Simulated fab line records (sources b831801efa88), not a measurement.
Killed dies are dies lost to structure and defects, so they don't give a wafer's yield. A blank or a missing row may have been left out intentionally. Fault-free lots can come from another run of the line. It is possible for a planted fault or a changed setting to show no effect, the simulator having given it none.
fab line records | flow sfq_line
record lots=14 | wafers=42 | last_day=80
route steps=325 shown M6@252
lots with no fault: from the same line, run without faults
start_h: the number of hours between the record's first day and the start of the first shown wafer of the lot | wait_h: how many hours have passed since the lot's step before this one | " same as the row above | L1.1+2: several wafers, shown together as one row | - either no value or no given start | * or withheld: withheld | < > ~ a bound
route shown NAME@n: names a module that has steps shown in the file, with the first one's number in the route | usual: mean/standard deviation taken from wafers without a fault | same: alike in all rows | chamber/n: place in a boat | sites: each site's reading | _std_site: how widely they spread, as a standard deviation | _edge_site: mean of outer sites minus mean of inner sites | radius_mm: for every site, how far away it sits from the centre of the wafer | mask NAME#n: copy n | behind: the last tool/chamber to shape the wafer | hold: why the lot was held/for how many hours/how that ended | device: which transistor (n, p or np) failed to switch | end of line: tests of these same wafers at the route's end | for a step that has no rows: nothing shown but its recipe | killed: count of dies lost to structure and defects at first sort (not the wafer's yield) | map: a wafer's dies, marking killed ones x, the rest . and places with no die _
set.NAME: setting as actually run; set.NAME@STEP: the setting as run at that earlier step | model.NAME: the simulator's own value behind a step, which no gauge read
steps of the route over a sample of lots; a table a step, a row a wafer
services: when a tool's chamber went out of use (start_h, in hours from the record's first day, below 0 if earlier), for how many hours, and the reason
## steps
# step SFQ_TRILAYER_M6_DEP_SPUTTER_157
# recipe material=Nb | base_pressure_pa=1.33e-06 | chamber_pressure_pa=0.1333 | substrate_temp_c=20 | target_thk_nm=200 | power_w=2000 | time_s=133.3
# usual chamber_pressure_pa=0.13332/0.00026 | throttle_valve_pct=29.8/1
lot.wafer | tool           | chamber | start_h | wait_h | chamber_pressure_pa | throttle_valve_pct
L150.1    | pvd_sputter-04 | -       | 1420.69 | 0.0    | 0.13304             | 29.2
L150.4    | "              | -       | "       | "      | 0.13298             | 31.9
L150.6    | "              | -       | "       | "      | 0.13283             | 31.9
L151.1    | pvd_sputter-04 | -       | 1421.91 | 0.0    | 0.1335              | 31.0
L151.3    | "              | -       | "       | "      | 0.13311             | 29.1
L151.5    | "              | -       | "       | "      | 0.13315             | 28.8
L152.2    | pvd_sputter-06 | -       | 1424.31 | 0.0    | 0.13333             | 30.0
L152.4    | "              | -       | "       | "      | 0.13341             | 30.5
L152.5    | "              | -       | "       | "      | 0.13381             | 29.4
L153.1    | pvd_sputter-06 | -       | 1519.64 | 0.0    | 0.13321             | 30.7
L153.3    | "              | -       | "       | "      | 0.13328             | 29.5
L153.4    | "              | -       | "       | "      | 0.13315             | 28.4
L156.1    | pvd_sputter-04 | -       | 1557.44 | 0.0    | 0.13337             | 30.7
L156.4    | "              | -       | "       | "      | 0.13383             | 32.3
L156.5    | "              | -       | "       | "      | 0.13354             | 32.2
L157.2    | pvd_sputter-06 | -       | 1559.84 | 0.0    | 0.13324             | 28.5
L157.4    | "              | -       | "       | "      | 0.13308             | 29.3
L157.5    | "              | -       | "       | "      | 0.13337             | 29.5
L158.1    | pvd_sputter-05 | -       | 1561.04 | 0.0    | 0.13354             | 29.3
L158.2    | "              | -       | "       | "      | 0.1336              | 28.7
L158.5    | "              | -       | "       | "      | 0.13369             | 29.7
L159.1    | pvd_sputter-04 | -       | 1564.64 | 0.0    | 0.13339             | 30.9
L159.2    | "              | -       | "       | "      | 0.13333             | 31.9
L159.4    | "              | -       | "       | "      | 0.13333             | 29.0
L160.4    | pvd_sputter-06 | -       | 1639.70 | 0.0    | 0.13311             | 29.2
L160.5    | "              | -       | "       | "      | 0.13308             | 30.9
L160.6    | "              | -       | "       | "      | 0.13387             | 29.8
L166.1    | pvd_sputter-04 | -       | 1707.30 | 0.0    | 0.13281             | 30.7
L166.2    | "              | -       | "       | "      | 0.13327             | 32.1
L166.5    | "              | -       | "       | "      | 0.13285             | 30.7
L168.1    | pvd_sputter-04 | -       | 1714.50 | 0.0    | 0.13323             | 30.5
L168.2    | "              | -       | "       | "      | 0.1332              | 29.0
L168.6    | "              | -       | "       | "      | 0.1337              | 32.0
L170.2    | pvd_sputter-05 | -       | 1719.30 | 0.0    | 0.13317             | 28.8
L170.4    | "              | -       | "       | "      | 0.13363             | 29.5
L170.6    | "              | -       | "       | "      | 0.13319             | 29.1
L171.1    | pvd_sputter-06 | -       | 1722.30 | 0.0    | 0.13249             | 29.2
L171.2    | "              | -       | "       | "      | 0.13341             | 30.7
L171.3    | "              | -       | "       | "      | 0.1341              | 29.5
L172.3    | pvd_sputter-05 | -       | 1731.30 | 0.0    | 0.13357             | 29.2
L172.4    | "              | -       | "       | "      | 0.13371             | 29.5
L172.6    | "              | -       | "       | "      | 0.13378             | 29.3
# step SFQ_M6_RS_MEAS_938
# recipe thk_meas_gauge=four-point-probe | reads=Nb_of_TRILAYER_M6_DEP_SPUTTER_157
# usual M6_NB_RS=0.889/0.012
lot.wafer | tool          | chamber | start_h | wait_h | M6_NB_RS[ohm/sq]
L150.1    | film_metro-04 | -       | 1420.78 | 0.0    | 0.920
L150.4    | "             | -       | "       | "      | 0.915
L150.6    | "             | -       | "       | "      | 0.913
L151.1    | film_metro-03 | -       | 1422.00 | 0.0    | 0.877
L151.3    | "             | -       | "       | "      | 0.889
L151.5    | "             | -       | "       | "      | 0.890
L152.2    | film_metro-03 | -       | 1424.42 | 0.1    | 0.880
L152.4    | "             | -       | "       | "      | 0.870
L152.5    | "             | -       | "       | "      | 0.877
L153.1    | film_metro-02 | -       | 1519.73 | 0.0    | 0.893
L153.3    | "             | -       | "       | "      | 0.886
L153.4    | "             | -       | "       | "      | 0.887
L156.1    | film_metro-02 | -       | 1557.53 | 0.0    | 0.888
L156.4    | "             | -       | "       | "      | 0.900
L156.5    | "             | -       | "       | "      | 0.902
L157.2    | film_metro-04 | -       | 1559.95 | 0.1    | 0.904
L157.4    | "             | -       | "       | "      | 0.911
L157.5    | "             | -       | "       | "      | 0.910
L158.1    | film_metro-02 | -       | 1561.13 | 0.0    | 0.890
L158.2    | "             | -       | "       | "      | 0.894
L158.5    | "             | -       | "       | "      | 0.901
L159.1    | film_metro-03 | -       | 1564.73 | 0.0    | 0.880
L159.2    | "             | -       | "       | "      | 0.893
L159.4    | "             | -       | "       | "      | 0.900
L160.4    | film_metro-03 | -       | 1639.85 | 0.1    | 0.898
L160.5    | "             | -       | "       | "      | 0.902
L160.6    | "             | -       | "       | "      | 0.888
L166.1    | film_metro-03 | -       | 1707.39 | 0.0    | 0.889
L166.2    | "             | -       | "       | "      | 0.900
L166.5    | "             | -       | "       | "      | 0.799
L168.1    | film_metro-03 | -       | 1714.59 | 0.0    | 0.883
L168.2    | "             | -       | "       | "      | 0.903
L168.6    | "             | -       | "       | "      | 0.803
L170.2    | film_metro-04 | -       | 1719.41 | 0.1    | 0.872
L170.4    | "             | -       | "       | "      | 0.872
L170.6    | "             | -       | "       | "      | 0.878
L171.1    | film_metro-02 | -       | 1722.39 | 0.0    | 0.905
L171.2    | "             | -       | "       | "      | 0.887
L171.3    | "             | -       | "       | "      | 0.902
L172.3    | film_metro-04 | -       | 1731.43 | 0.1    | 0.881
L172.4    | "             | -       | "       | "      | 0.885
L172.6    | "             | -       | "       | "      | 0.886
# step SFQ_TRILAYER_M6_ETCH_METAL_ETCH_162
# recipe target=Nb | stop_on=SiO2 | mask_material=PR | chemistry=Cl2/Ar | target_depth_nm=240 | icp_w=600 | bias_w=80 | pressure_mtorr=10 | time_s=120
# usual chamber_pressure_mTorr=10.000/0.0094 | drypump_motor_current_A=5.7/0.49 | oes_product_au=0.895/0.0079
lot.wafer | tool         | chamber | start_h | wait_h | chamber_pressure_mTorr | drypump_motor_current_A | oes_product_au | rf_hours_counter_h
L150.1    | rie_metal-04 | 0       | 1448.66 | 0.0    | 9.994                  | 5.6                     | 0.867          | 7
L150.4    | "            | 0       | "       | "      | 9.996                  | 5.6                     | 0.880          | -
L150.6    | "            | 0       | "       | "      | 10.011                 | 5.6                     | 0.889          | -
L151.1    | rie_metal-03 | 0       | 1512.98 | 0.0    | 9.996                  | 5.5                     | 0.900          | 39
L151.3    | "            | 0       | "       | "      | 10.017                 | 5.4                     | 0.900          | -
L151.5    | "            | 1       | "       | "      | 10.019                 | 6.1                     | 0.898          | -
L152.2    | rie_metal-01 | 1       | 1514.30 | 0.0    | 10.000                 | 6.3                     | 0.901          | 110
L152.4    | "            | 0       | "       | "      | 10.012                 | 5.3                     | 0.906          | -
L152.5    | "            | 1       | "       | "      | 10.004                 | 6.3                     | 0.904          | -
L153.1    | rie_metal-01 | 0       | 1682.65 | 0.0    | 10.002                 | 5.3                     | 0.893          | 2
L153.3    | "            | 0       | "       | "      | 10.009                 | 5.3                     | 0.899          | -
L153.4    | "            | 1       | "       | "      | 9.991                  | 6.3                     | 0.893          | -
L156.1    | rie_metal-01 | 1       | 1701.85 | 0.0    | 10.002                 | 6.3                     | 0.888          | 133
L156.4    | "            | 1       | "       | "      | 10.003                 | 6.3                     | 0.896          | -
L156.5    | "            | 1       | "       | "      | 10.015                 | 6.3                     | 0.882          | -
L157.2    | rie_metal-03 | 1       | 1703.05 | 0.0    | 10.008                 | 6.1                     | 0.882          | 123
L157.4    | "            | 1       | "       | "      | 9.994                  | 6.1                     | 0.877          | -
L157.5    | "            | 1       | "       | "      | 10.008                 | 6.1                     | 0.878          | -
L158.1    | rie_metal-04 | 0       | 1704.25 | 0.0    | 10.002                 | 5.6                     | 0.897          | 38
L158.2    | "            | 1       | "       | "      | 9.994                  | 4.8                     | 0.893          | 21
L158.5    | "            | 0       | "       | "      | 10.015                 | 5.7                     | 0.885          | -
L159.1    | rie_metal-03 | 0       | 1706.65 | 0.0    | 9.992                  | 5.5                     | 0.892          | 61
L159.2    | "            | 1       | "       | "      | 10.008                 | 6.1                     | 0.888          | 124
L159.4    | "            | 0       | "       | "      | 9.993                  | 5.5                     | 0.890          | -
L160.4    | rie_metal-03 | 1       | 1710.29 | 0.1    | 9.999                  | 6.1                     | 0.891          | -
L160.5    | "            | 0       | "       | "      | 10.003                 | 5.5                     | 0.891          | -
L160.6    | "            | 1       | "       | "      | 10.005                 | 6.1                     | 0.889          | -
L166.1    | rie_metal-01 | 1       | 1746.25 | 0.0    | 9.992                  | 6.3                     | 0.900          | 4
L166.2    | "            | 0       | "       | "      | 9.996                  | 5.3                     | 0.886          | 15
L166.5    | "            | 1       | "       | "      | 10.002                 | 6.3                     | 0.952          | -
L168.1    | rie_metal-03 | 1       | 1754.65 | 0.0    | 9.984                  | 6.2                     | 0.896          | 131
L168.2    | "            | 0       | "       | "      | 9.992                  | 5.5                     | 0.885          | 68
L168.6    | "            | 0       | "       | "      | 9.982                  | 5.5                     | 0.945          | -
L170.2    | rie_metal-04 | 0       | 1758.25 | 0.0    | 9.985                  | 5.7                     | 0.912          | 49
L170.4    | "            | 0       | "       | "      | 10.022                 | 5.6                     | 0.900          | -
L170.6    | "            | 0       | "       | "      | 10.003                 | 5.6                     | 0.899          | -
L171.1    | rie_metal-01 | 0       | 1759.45 | 0.0    | 10.002                 | 5.3                     | 0.886          | 18
L171.2    | "            | 1       | "       | "      | 10.010                 | 6.3                     | 0.899          | 7
L171.3    | "            | 1       | "       | "      | 10.007                 | 6.3                     | 0.882          | -
L172.3    | rie_metal-01 | 0       | 1761.89 | 0.1    | 10.017                 | 5.3                     | 0.899          | -
L172.4    | "            | 1       | "       | "      | 9.992                  | 6.3                     | 0.901          | -
L172.6    | "            | 0       | "       | "      | 9.998                  | 5.3                     | 0.893          | -
## services
tool           | chamber | start_h | hours | kind
pvd_sputter-04 | -       | 1465.81 | 0.7   | repair
pvd_sputter-06 | -       | 1480.96 | 1.3   | repair
pvd_sputter-05 | -       | 1507.08 | 2.5   | repair
rie_metal-03   | -       | 1524.39 | 0.7   | repair
pvd_sputter-06 | -       | 1555.54 | 3.2   | repair
rie_metal-04   | -       | 1556.38 | 14.6  | pm
pvd_sputter-04 | -       | 1568.19 | 1.5   | repair
rie_metal-03   | -       | 1578.28 | 2.8   | pm
pvd_sputter-06 | -       | 1589.58 | 19.6  | repair
pvd_sputter-04 | -       | 1593.58 | 2.0   | repair
pvd_sputter-05 | -       | 1595.69 | 2.0   | repair
rie_metal-01   | 0       | 1637.31 | -     | clean
rie_metal-01   | 0       | 1637.31 | -     | consumable_replace:focus_ring
rie_metal-01   | 0       | 1637.31 | 16.1  | scheduled_down
rie_metal-01   | 0       | 1637.31 | 16.1  | vent_cycle
pvd_sputter-05 | -       | 1643.40 | 3.2   | repair
pvd_sputter-04 | -       | 1646.25 | 0.6   | repair
pvd_sputter-06 | -       | 1687.53 | 2.8   | repair
rie_metal-01   | 1       | 1707.69 | -     | clean
rie_metal-01   | 1       | 1707.69 | -     | consumable_replace:focus_ring
rie_metal-01   | 1       | 1707.69 | 15.4  | scheduled_down
rie_metal-01   | 1       | 1707.69 | 15.4  | vent_cycle
pvd_sputter-04 | 2       | 1708.43 | -     | consumable_replace:kit
pvd_sputter-06 | -       | 1729.70 | 9.6   | repair
## key
first_sign step=SFQ_M6_RS_MEAS_938 | reading=M6_NB_RS | direction=down | sigmas=7.4 | usual=0.889 | struck=0.801
effect step=SFQ_TRILAYER_M6_ETCH_METAL_ETCH_162 | reading=oes_product_au | direction=up | sigmas=6.8 | usual=0.895 | struck=0.949
met_at SFQ_TRILAYER_M6_DEP_SPUTTER_157
struck_lots L166,L168
struck_wafers L166.5,L168.6
onset_between 1564.64 1707.30
fault kind=process_parameter_drift | tool=pvd_sputter-04 | chamber=- | onset_h=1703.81 | steps=SFQ_TRILAYER_M6_DEP_SPUTTER_157 | channel=time_s | offset=* | shape=step | end_h=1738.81 | scope=struck_wafers_only | acts_in=* | stated=*
